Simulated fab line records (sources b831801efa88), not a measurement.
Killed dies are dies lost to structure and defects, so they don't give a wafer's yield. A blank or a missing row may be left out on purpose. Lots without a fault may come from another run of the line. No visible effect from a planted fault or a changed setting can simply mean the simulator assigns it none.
2 desks, one fault :: flow sky130 :: only its own numbers are on each desk; what lay behind them is given at the end

## METROLOGY DESK
What the gauges read for every lot (on any tool): the sampled wafers with a number, averaged. The brackets show how far a lot's mean lies from the usual mean; more than 4 standard deviations puts the lot out of limits, marked OUT.
Columns: A = SONOS_TUNNEL_OVL at SKY_SONOS_TUNNEL_OVL_MEAS_08, usual 0.2 nm; B = cdNm at SKY_POLY_GATE_CD_MEAS_13, usual 149.8 nm
lot: L450
first seen here: day 11 19:14
A: 0.2
B: 150.9

lot: L451
first seen here: day 12 03:45
A: 0.2
B: 149.0

lot: L452
first seen here: day 12 11:23
A: -0.4
B: 147.6

lot: L453
first seen here: day 12 19:40
A: 0.6
B: 151.1

lot: L454
first seen here: day 12 22:13
A: -0.1
B: 150.8

lot: L456
first seen here: day 13 18:02
A: 2.4
B: 151.3

lot: L457
first seen here: day 13 21:39
A: 0.7
B: 149.7

lot: L458
first seen here: day 14 02:40
A: -0.6
B: 149.9

lot: L459
first seen here: day 14 13:35
A: 0.8
B: 151.3

lot: L460
first seen here: day 15 00:28
A: -1.0
B: 151.5

lot: L461
first seen here: day 15 04:16
A: 1.1
B: 149.7

lot: L464
first seen here: day 16 12:20
A: 1.0
B: 148.9

lot: L466
first seen here: day 16 21:26
A: -0.6
B: -
This desk found nothing out of limits on any of the 13 lots.

## AT THE TOOL OWNER'S DESK: plasmaAsher-01
The tool's own readings at SKY_GATE_OXIDE_STRIP_13 (strips in O2/N2): means of the sampled wafers that have a number, for each lot that ran on this tool. The brackets show how far a lot's mean lies from the usual mean; more than 4 standard deviations puts the lot out of limits, marked OUT.
Columns: A = drypumpMotorCurrentA at SKY_GATE_OXIDE_STRIP_13, usual 5.7 A; B = oesProductAu at SKY_GATE_OXIDE_STRIP_13, usual 0.715 a.u.; C = stripTimeToEndpointS at SKY_GATE_OXIDE_STRIP_13, usual 14.20 s
lot: L451
first seen here: day 14 14:23
A: 5.7
B: 0.714
C: 14.13

lot: L453
first seen here: day 15 08:35
A: 5.6
B: 0.712
C: 14.19

lot: L454
first seen here: day 15 14:28
A: 5.6
B: 0.715
C: 14.25

lot: L464
first seen here: day 19 06:38
A: 5.6
B: 0.712
C: 14.17

lot: L466
first seen here: day 19 19:04
A: 5.7
B: 0.928 (+44) OUT
C: -
This desk's finding: out of limits on L466; first on L466, day 19 19:04 (oesProductAu at SKY_GATE_OXIDE_STRIP_13). Within limits: L451, L453, L454, L464.

## BROUGHT TOGETHER
The tool owner's desk had the chance to raise an alarm at day 19 19:04 on L466.
The metrology desk saw nothing out of limits.
The metrology desk holds a record of L466, inside its limits.
The lots listed all ran SKY_GATE_OXIDE_STRIP_13 on plasmaAsher-01.

## WHAT THE SIMULATOR PUT IN
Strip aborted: plasmaAsher-01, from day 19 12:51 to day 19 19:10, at SKY_GATE_OXIDE_STRIP_13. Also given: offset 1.
Lots struck among those shown: L466.
Hours from the fault's start to each desk's first reading out of limits: the tool owner's desk, 6.
